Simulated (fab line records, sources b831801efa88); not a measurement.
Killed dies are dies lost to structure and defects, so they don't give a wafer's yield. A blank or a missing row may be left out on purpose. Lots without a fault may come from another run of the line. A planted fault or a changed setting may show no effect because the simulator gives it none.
A struck lot beside a sound one | flow sky130 | 15 steps out of a route of 708
Sound: wafers L555.1, L555.3, L555.5. Struck: wafers L564.1, L564.3, L564.5. The cause comes at the end.
At each step with rows: each side's tool, then ch and its chambers, then its first start. Under that, the readings that differ: sound wafers | struck wafers | difference of the means | sigmas: that difference in standard deviations of wafers without a fault.
alike: readings whose means differ by less than 2 such deviations, and words and numbers that are the same on both sides. not compared: withheld readings, readings that some wafer has no value for, bounds like >300 that may hide the same value, and numbers for which the record gives no deviation and whose values overlap.
The two part at a step that has a row with sigmas, a row that says differs or no value, or rows on one side only. Numbers that don't overlap but have no deviation are shown without sigmas and don't part them. A reading that every wafer of one side lacks parts them only if that side has two wafers or more.

SKY_VIA3_STRIP_16: strips in O2/N2.
  sound on plasma_asher-02 ch 0, day 39 12:29; struck on plasma_asher-03 ch 0,1, day 42 12:31
  reading                     | sound       | struck      | difference | sigmas
  drypump_motor_current_A (A) | 6.4 6.4 6.4 | 5.4 5.4 5.4 | -1.0       | -2
  alike: o2_flow_sccm, oes_product_au, strip_time_to_endpoint_s
  not compared: rf_hours_counter_h
then, 3 steps without rows for these wafers: SKY_VIA3_STRIP_17 (strips in post etch residue remover, time 1200 s); SKY_VIA3_CLEAN_18 (cleans in IPA, time 180 s); SKY_VIA3_CLEAN_19 (cleans in O3/DIW).
SKY_VIA3_SPUTTER_20: material TiN, target thk 20 nm, time 80 s.
  sound on pvd_sputter-01, day 39 13:04; struck on pvd_sputter-02, day 42 13:06
  reading                | sound          | struck         | difference | sigmas
  throttle_valve_pct (%) | 29.2 28.2 28.2 | 31.5 29.4 29.8 | +1.7       | +2
  alike: cathode_dc_power_W
then, 1 step without rows for these wafers: SKY_VIA3_CVD_21 (deposits W, target thk 390 nm, time 117.31 s).
SKY_VIA3_RS_MEAS_22: measures by four-point-probe.
  sound on film_metro-04, day 39 13:15; struck on film_metro-04, day 42 13:17
  alike: VIA3_W_RS
SKY_VIA3_THK_MEAS_23: measures by xrf.
  sound on film_metro-04, day 39 13:22; struck on film_metro-04, day 42 13:24
  alike: VIA3_W_THK
SKY_VIA3_CMP_24: polishes, stops on SiO2, t overpolish 20 s, target thk 0 nm.
  sound on cmp-01 ch 0,2, day 39 13:32; struck on cmp-01 ch 0,2,3, day 42 13:28
  alike: edge_zone_pressure_frac, motor_current_A, overpolish_run_s, retaining_ring_pressure_frac, time_to_endpoint_s
then, 1 step without rows for these wafers: SKY_METAL4_SPUTTER_00 (material Ti, target thk 15 nm, time 10 s).
SKY_METAL4_SPUTTER_01: material TiN, target thk 20 nm, time 16.7 s.
  sound on pvd_sputter-04, day 39 13:51; struck on pvd_sputter-04, day 42 13:47
  alike: cathode_dc_power_W, throttle_valve_pct
then, 1 step without rows for these wafers: SKY_METAL4_SPUTTER_02 (material AlCu, target thk 735 nm, time 39.1 s).
SKY_METAL4_SPUTTER_03: material Ti, target thk 5 nm, time 3.3 s.
  sound on pvd_sputter-04, day 39 13:55; struck on pvd_sputter-04, day 42 13:51
  reading                | sound                | struck               | difference | sigmas
  cathode_dc_power_W (W) | 2999.3 3000.0 3000.0 | 2921.3 2921.4 2921.9 | -78.2      | -99 or more
  alike: throttle_valve_pct
SKY_METAL4_SPUTTER_04: material TiN, target thk 70 nm, time 58.3 s.
  sound on pvd_sputter-04, day 39 13:56; struck on pvd_sputter-04, day 42 13:52
  alike: cathode_dc_power_W, throttle_valve_pct
-- the record jumps here: 6 days lie between the struck wafers' starts before and after (it left off in module METAL4 and takes up again in module PAD_OPEN, whose first step shown is number 708 of the route) --
SKY_PAD_OPEN_PROBE_99:
  the record has rows for the struck wafers here (prober-01, day 48 05:07) and none for the sound ones

WHERE THEY PART
First at SKY_VIA3_STRIP_16; last, within this record, at SKY_PAD_OPEN_PROBE_99.

WHY: what the simulator had put in
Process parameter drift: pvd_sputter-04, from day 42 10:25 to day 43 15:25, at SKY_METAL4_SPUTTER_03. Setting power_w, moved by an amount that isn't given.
